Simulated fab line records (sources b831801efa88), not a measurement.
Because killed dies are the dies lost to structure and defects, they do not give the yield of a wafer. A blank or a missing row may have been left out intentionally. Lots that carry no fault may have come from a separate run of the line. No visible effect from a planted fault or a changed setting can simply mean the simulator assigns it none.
Which tool was responsible?	flow sky130	13 lots with 39 wafers sampled at 3 steps, on a route of 708 steps

== WHAT THE GAUGES SHOWED, per wafer ==
SKY_VT_ADJUST_NCORE_CD_MEAS_07: target cd 380 nm.
lot	measured	on	cd nm (nm)
L582	day 9 05:35	cd sem-01	377.8 380.3 377.6
L583	day 9 10:41	cd sem-01	383.2 381.1 384.2
L584	day 9 21:19	cd sem-01	378.1 377.7 377.8
L585	day 10 03:41	cd sem-02	384.8 381.4 384.3
L587	day 10 11:52	cd sem-01	382.6 380.2 380.3
L590	day 11 10:32	cd sem-02	380.7 383.3 382.0
L594	day 13 02:53	cd sem-01	382.8 384.2 383.7
L598	day 14 15:17	cd sem-01	376.4 377.7 378.0
L601	day 15 04:24	cd sem-02	382.1 382.6 380.1
L600	day 15 05:03	cd sem-01	383.1 381.9 380.4
L602	day 15 07:43	cd sem-02	377.6 379.4 378.8
L603	day 15 12:59	cd sem-01	379.5 381.0 377.9
L604	day 15 18:25	cd sem-02	375.5 376.7 374.3

SKY_VT_ADJUST_PCH_OVL_MEAS_07.
lot	measured	on	VT_ADJUST_PCH_OVL (nm)
L582	day 11 01:05	overlay-02	-1.2 -2.6 -1.1
L583	day 11 08:44	overlay-01	0.6 -3.3 0.7
L584	day 11 19:53	overlay-02	0.7 -0.1 0.3
L585	day 12 01:23	overlay-01	-1.0 -2.1 -0.8
L587	day 12 11:50	overlay-02	-2.8 -1.2 -3.7
L590	day 13 12:38	overlay-01	1.4 0.0 1.6
L594	day 15 06:59	overlay-01	0.6 2.1 -0.7
L598	day 17 00:17	overlay-02	1.2 -0.7 0.2
L601	day 17 13:38	overlay-01	-3.4 -1.1 -2.2
L600	day 17 14:43	overlay-02	-0.5 -0.1 0.1
L602	day 17 17:12	overlay-02	-3.5 -3.1 -1.0
L603	day 17 22:44	overlay-01	-0.7 -2.1 -0.2
L604	day 18 05:11	overlay-02	-0.5 2.1 -2.9

SKY_GATE_OXIDE_THK_MEAS_02.
lot	measured	on	GATE_OXIDE_OXIDATION_00_THK (nm)
L582	day 13 11:15	film metro-04	10.22 10.38 10.19
L583	day 13 18:25	film metro-02	10.12 9.88 10.08
L584	day 14 07:22	film metro-04	10.36 10.32 10.34
L585	day 14 15:43	film metro-03	10.14 10.21 10.05
L587	day 15 02:10	film metro-04	10.27 10.16 10.20
L590	day 16 01:48	film metro-04	9.99 10.14 10.12
L594	day 18 01:02	film metro-04	10.68 10.69 10.58
L598	day 19 22:57	film metro-03	10.73 10.36 10.45
L601	day 20 13:52	film metro-03	10.28 10.29 10.06
L600	day 20 13:51	film metro-02	10.25 10.33 10.33
L602	day 20 20:44	film metro-04	10.16 10.36 10.29
L603	day 20 20:43	film metro-03	10.34 10.37 10.13
L604	day 21 05:59	film metro-04	10.35 10.67 10.54

== WHAT TOOL EACH LOT RAN ON (gives the tool, then ch and the chambers of the sampled wafers, and finally the start) ==
Before these readings, the record contains no process step.

== WHAT THE TOOLS THEMSELVES READ (means of the sampled wafers that have a number; where no wafer has one, the mark that the record gives instead) ==
The record holds no such reading with a usual standard deviation.

== THE ANSWER, worked out from the rows above alone ==
Rule: the usual values come from the lots themselves. Put in order of their means at a reading, lots are off if they are a third of the lots or fewer, leave a main group of 4 or more, and stand apart from it by a gap of 3 or more times the standard deviation of the main group's means; of several such gaps the widest counts. The tables above print the reading to a certain number of digits; a main group whose means all agree to those digits is not used. A lot without any number at a reading at which 4 lots or more have one is off too. All remaining lots with rows at the step are treated as sound. After the gauges, taken in route order, come the tools' own readings; for these a lot's mean is taken, as printed above. At the first step where some lot is off, the reading lying furthest off is the one used; lots without a number count as furthest.
No lot is off at any reading shown: from this, nothing can be told.

== WHAT THE SIMULATOR HAD PUT IN ==
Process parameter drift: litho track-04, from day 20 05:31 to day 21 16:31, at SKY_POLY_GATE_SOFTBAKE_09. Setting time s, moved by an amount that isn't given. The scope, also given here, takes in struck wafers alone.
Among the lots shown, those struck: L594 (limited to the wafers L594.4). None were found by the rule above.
